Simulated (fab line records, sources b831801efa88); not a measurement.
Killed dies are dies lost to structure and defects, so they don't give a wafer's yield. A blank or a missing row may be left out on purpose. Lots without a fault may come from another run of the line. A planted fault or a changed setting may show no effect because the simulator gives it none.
A struck lot beside a sound one | flow sky130 | 16 steps out of a route of 708
Sound: wafers L623.2, L623.5, L623.6. Struck: wafers L618.2, L618.3, L618.4. The cause comes at the end.
At each step with rows: each side's tool, then ch and its chambers, then its first start. Under that, the readings that differ: sound wafers | struck wafers | difference of the means | sigmas: that difference in standard deviations of wafers without a fault.
alike: readings whose means differ by less than 2 such deviations, and words and numbers that are the same on both sides. not compared: withheld readings, readings that some wafer has no value for, bounds like >300 that may hide the same value, and numbers for which the record gives no deviation and whose values overlap.
The two part at a step that has a row with sigmas, a row that says differs or no value, or rows on one side only. Numbers that don't overlap but have no deviation are shown without sigmas and don't part them. A reading that every wafer of one side lacks parts them only if that side has two wafers or more.

SKY_VIA3_CMP_02: polishes SiO2.
  sound on cmp-02 ch 0,3, day 41 18:35; struck on cmp-01 ch 1,2,3, day 40 10:17
  reading             | sound          | struck         | difference | sigmas
  motor_current_A (A) | 10.2 11.0 10.9 | 13.3 15.8 12.7 | +3.2       | +2
  alike: head_pressure_psi
SKY_VIA3_BOW_MEAS_03:
  sound on film_metro-02, day 41 18:51; struck on film_metro-02, day 40 10:36
  alike: VIA3_BOW
then, 8 steps without rows for these wafers: SKY_VIA3_DEHYDRATE_04 (time 60 s); SKY_VIA3_HMDS_05 (prime time 60 s); SKY_VIA3_COAT_06 (resist thk 60 nm); SKY_VIA3_COAT_07 (resist thk 450 nm); SKY_VIA3_SOFTBAKE_08 (time 90 s); SKY_VIA3_EXPOSE_09 (exposes mask VIM3, target cd 200 nm); SKY_VIA3_PEB_10; SKY_VIA3_DEVELOP_11 (develop time 60 s).
SKY_VIA3_CD_MEAS_12: target cd 200 nm.
  sound on cd_sem-02, day 42 19:23; struck on cd_sem-01, day 41 11:27
  alike: cd_nm
SKY_VIA3_OVL_MEAS_13:
  sound on overlay-02, day 42 19:29; struck on overlay-01, day 41 11:33
  alike: VIA3_OVL
SKY_VIA3_ETCH_14: etches BARC in N2/H2, stops on SiO2, time 45.9 s, target depth 60 nm.
  sound on rie_diel-03 ch 0,1, day 42 19:31; struck on rie_diel-01 ch 0,2,3, day 41 11:35
  no value came back on the struck wafers for any of 5 readings (bias_w (W), chamber_pressure_mTorr (mTorr) and others); on the sound wafers bias_w (W) reads 100.07 100.15 99.98
  reading                                     | sound           | struck        | difference | sigmas
  model.KrF-thick_of_VIA3_COAT_07.thk_nm (nm) | 394 394.2 393.3 | 436 436.2 436 | +42        |
  not compared: rf_hours_counter_h
SKY_VIA3_ETCH_15: etches SiO2 in C4F8/O2/Ar, stops on TiN, target depth 507 nm, time 78 s.
  sound on rie_diel-03 ch 0,1, day 42 19:34; struck on rie_diel-01 ch 0,2,3, day 41 11:37
  reading                                     | sound             | struck            | difference | sigmas
  oes_product_au (a.u.)                       | 0.950 0.952 0.938 | 0.370 0.374 0.375 | -0.574     | -99 or more
  model.KrF-thick_of_VIA3_COAT_07.thk_nm (nm) | 292.6 292.1 290.5 | 333.9 333.3 334.1 | +42.0      |
  alike: bias_w, chamber_pressure_mTorr
SKY_VIA3_STRIP_16: strips in O2/N2.
  sound on plasma_asher-02 ch 0,1, day 42 19:37; struck on plasma_asher-03 ch 0,1, day 41 11:41
  reading                      | sound             | struck            | difference | sigmas
  oes_product_au (a.u.)        | 0.404 0.409 0.401 | 0.414 0.421 0.425 | +0.015     | +3
  strip_time_to_endpoint_s (s) | 4.137 4.137 4.132 | 4.564 4.574 4.566 | +0.433     | +21
  alike: drypump_motor_current_A
  not compared: rf_hours_counter_h
then, 1 step without rows for these wafers: SKY_VIA3_STRIP_17 (strips in post etch residue remover, time 1200 s).

WHERE THEY PART
First at SKY_VIA3_CMP_02; last, within this record, at SKY_VIA3_STRIP_16.

WHY: what the simulator had put in
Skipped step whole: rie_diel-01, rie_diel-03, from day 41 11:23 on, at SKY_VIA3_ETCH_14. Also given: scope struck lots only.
